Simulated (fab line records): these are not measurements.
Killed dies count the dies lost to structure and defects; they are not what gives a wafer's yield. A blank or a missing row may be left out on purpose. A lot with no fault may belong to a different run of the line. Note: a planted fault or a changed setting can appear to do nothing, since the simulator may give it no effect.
Which of the tools did it?    flow gf180mcu    15 lots, 45 wafers sampled, at 5 steps of a route of 602

## WHAT EACH GAUGE READ, for each wafer
GF_M1_CD_MEAS_14 targets a cd of 230 nm. Usual: cdNm at 229.6 nm, with a standard deviation of 1.1.
lot   measured      on        cdNm (nm)                            flag
L691  day 16 05:50  cdSem-02  229.8 229.1 230.4                    
L692  day 16 10:49  cdSem-02  228.8 229.3 229.3                    
L693  day 17 07:11  cdSem-02  229.4 229.9 229.9                    
L695  day 17 15:28  cdSem-01  228.9 229.5 230.1                    
L696  day 18 00:57  cdSem-02  229.5 230.5 230.2                    
L697  day 20 21:13  cdSem-02  230.2 230.7 232.0                    
L698  day 21 00:31  cdSem-01  230.2 230.6 230.5                    
L699  day 21 02:50  cdSem-01  228.5 229.3 228.9                    
L701  day 21 03:54  cdSem-01  230.8 232.0 230.1                    
L702  day 21 09:29  cdSem-01  228.8 227.6 228.8                    
L703  day 21 10:45  cdSem-01  230.5 231.4 230.2                    
L706  day 23 00:02  cdSem-02  133.6 229.3 133.4 133.6 229.5 133.4  OFF
L707  day 23 05:41  cdSem-02  228.5 228.6 133.7 228.9 228.7 133.7  OFF
L708  day 23 17:33  cdSem-01  135.6 229.6 134.3 135.8 229.2 134.5  OFF
L712  day 25 04:25  cdSem-02  229.1 228.5 229.2                    

## WHAT TOOL EACH LOT RAN ON (gives the tool, then ch and the chambers of the sampled wafers, and finally the start)
lot   GF_CONTACT_SPUTTER_22        GF_CONTACT_CVD_24             GF_M1_SPUTTER_00             GF_M1_EXPOSE_11
L691  pvdSputter-03, day 15 07:19  cvdW-01 ch 0,1, day 15 07:25  pvdSputter-04, day 15 08:00  krfScanner-02 ch 0, day 15 18:51
L692  pvdSputter-01, day 15 12:59  cvdW-01 ch 0,1, day 15 13:05  pvdSputter-04, day 15 13:40  krfScanner-02 ch 0, day 16 00:14
L693  pvdSputter-04, day 16 07:06  cvdW-02 ch 0, day 16 07:12    pvdSputter-02, day 16 07:50  krfScanner-01 ch 0, day 16 19:20
L695  pvdSputter-03, day 16 15:22  cvdW-02 ch 0,1, day 16 15:28  pvdSputter-01, day 16 16:02  krfScanner-01 ch 0, day 17 04:07
L696  pvdSputter-04, day 17 00:10  cvdW-01 ch 0,1, day 17 00:16  pvdSputter-04, day 17 00:51  krfScanner-02 ch 0, day 17 13:07
L697  pvdSputter-03, day 19 19:34  cvdW-02 ch 0,1, day 19 19:40  pvdSputter-01, day 19 20:15  krfScanner-01 ch 0, day 20 09:14
L698  pvdSputter-04, day 19 23:09  cvdW-02 ch 1, day 19 23:15    pvdSputter-02, day 19 23:50  krfScanner-01 ch 0, day 20 12:31
L699  pvdSputter-03, day 20 02:07  cvdW-01 ch 0,1, day 20 02:15  pvdSputter-01, day 20 02:48  krfScanner-02 ch 0, day 20 14:40
L701  pvdSputter-04, day 20 02:57  cvdW-02 ch 1, day 20 03:05    pvdSputter-02, day 20 03:44  krfScanner-01 ch 0, day 20 16:08
L702  pvdSputter-03, day 20 08:27  cvdW-01 ch 0,1, day 20 08:33  pvdSputter-01, day 20 09:08  krfScanner-02 ch 0, day 20 21:36
L703  pvdSputter-03, day 20 09:54  cvdW-01 ch 0, day 20 10:00    pvdSputter-04, day 20 10:35  krfScanner-01 ch 0, day 20 22:31
L706  pvdSputter-01, day 21 23:39  cvdW-01 ch 0,1, day 21 23:45  pvdSputter-04, day 22 00:20  krfScanner-02 ch 0, day 22 12:53
L707  pvdSputter-01, day 22 06:12  cvdW-02 ch 0,1, day 22 06:18  pvdSputter-04, day 22 06:53  krfScanner-02 ch 0, day 22 18:37
L708  pvdSputter-04, day 22 18:17  cvdW-02 ch 0,1, day 22 18:23  pvdSputter-02, day 22 18:58  krfScanner-02 ch 0, day 23 06:26
L712  pvdSputter-04, day 24 06:07  cvdW-02 ch 0,1, day 24 06:13  pvdSputter-02, day 24 06:47  krfScanner-01 ch 0, day 24 18:05
- GF_CONTACT_SPUTTER_22: material Ti, target thk 15 nm, time 80.02 s.
- GF_CONTACT_CVD_24: deposits W, target thk 300 nm, time 90.339 s.
- GF_M1_SPUTTER_00: material Ti, target thk 37.5 nm, time 150 s.
- GF_M1_EXPOSE_11: exposes mask Metal1, target cd 230 nm.

## WHAT THE TOOLS THEMSELVES READ (means of the sampled wafers that have a number; where no wafer has one, the mark that the record gives instead)
GF_CONTACT_SPUTTER_22. Usual: throttleValvePct at 30.2 %, with a standard deviation of 0.8.
lot   tool           throttleValvePct (%)  flag
L691  pvdSputter-03  30.8                  
L692  pvdSputter-01  29.3                  
L693  pvdSputter-04  30.6                  
L695  pvdSputter-03  30.8                  
L696  pvdSputter-04  30.0                  
L697  pvdSputter-03  30.2                  
L698  pvdSputter-04  30.5                  
L699  pvdSputter-03  29.9                  
L701  pvdSputter-04  30.4                  
L702  pvdSputter-03  30.4                  
L703  pvdSputter-03  30.1                  
L706  pvdSputter-01  29.3                  
L707  pvdSputter-01  29.3                  
L708  pvdSputter-04  30.3                  
L712  pvdSputter-04  30.4                  

GF_CONTACT_CVD_24. Usual: heaterPowerW at 881 W, with a standard deviation of 98.
lot   tool     heaterPowerW (W)  flag
L691  cvdW-01  980               
L692  cvdW-01  1012              
L693  cvdW-02  791               
L695  cvdW-02  784               
L696  cvdW-01  982               
L697  cvdW-02  801               
L698  cvdW-02  790               
L699  cvdW-01  983               
L701  cvdW-02  792               
L702  cvdW-01  935               
L703  cvdW-01  907               
L706  cvdW-01  1012              
L707  cvdW-02  808               
L708  cvdW-02  807               
L712  cvdW-02  795               

GF_M1_SPUTTER_00. Usual: throttleValvePct at 29.9 %, with a standard deviation of 0.66.
lot   tool           throttleValvePct (%)  flag
L691  pvdSputter-04  30.6                  
L692  pvdSputter-04  30.4                  
L693  pvdSputter-02  29.4                  
L695  pvdSputter-01  29.7                  
L696  pvdSputter-04  30.8                  
L697  pvdSputter-01  29.3                  
L698  pvdSputter-02  29.8                  
L699  pvdSputter-01  29.5                  
L701  pvdSputter-02  29.8                  
L702  pvdSputter-01  29.8                  
L703  pvdSputter-04  30.3                  
L706  pvdSputter-04  30.6                  
L707  pvdSputter-04  30.8                  
L708  pvdSputter-02  30.3                  
L712  pvdSputter-02  30.0                  

## THE ANSWER, worked out from the rows above alone
Rule: a lot counts as off when the mean over its wafers that have a number is more than 3 standard deviations away from the usual mean. Also off: a lot with no number at a reading for which 4 or more lots have one. The other lots that the step has rows for count as sound. The gauges are gone through in route order, then the tools' own readings, and for those a lot's mean is taken as printed above. The first step at which some lot is off is used, and at that step the reading that is off furthest; a lot without a number counts as furthest.
Off: L706, L707, L708 (GF_M1_CD_MEAS_14, cdNm).
A tool fits if, at a process step before that reading, it ran every lot that is off, and no sound lot after the first of them. Those tools and the gauges at GF_M1_CD_MEAS_14 are tried in the same way. One fits: GF_M1_EXPOSE_11 on krfScanner-02. Its last sound lot is L702 (day 20 21:36), its first lot that is off L706 (day 22 12:53): a fault that began between those two fits.

## WHAT THE SIMULATOR HAD PUT IN
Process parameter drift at GF_M1_EXPOSE_11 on krfScanner-02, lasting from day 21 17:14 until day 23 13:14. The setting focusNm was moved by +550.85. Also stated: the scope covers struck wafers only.
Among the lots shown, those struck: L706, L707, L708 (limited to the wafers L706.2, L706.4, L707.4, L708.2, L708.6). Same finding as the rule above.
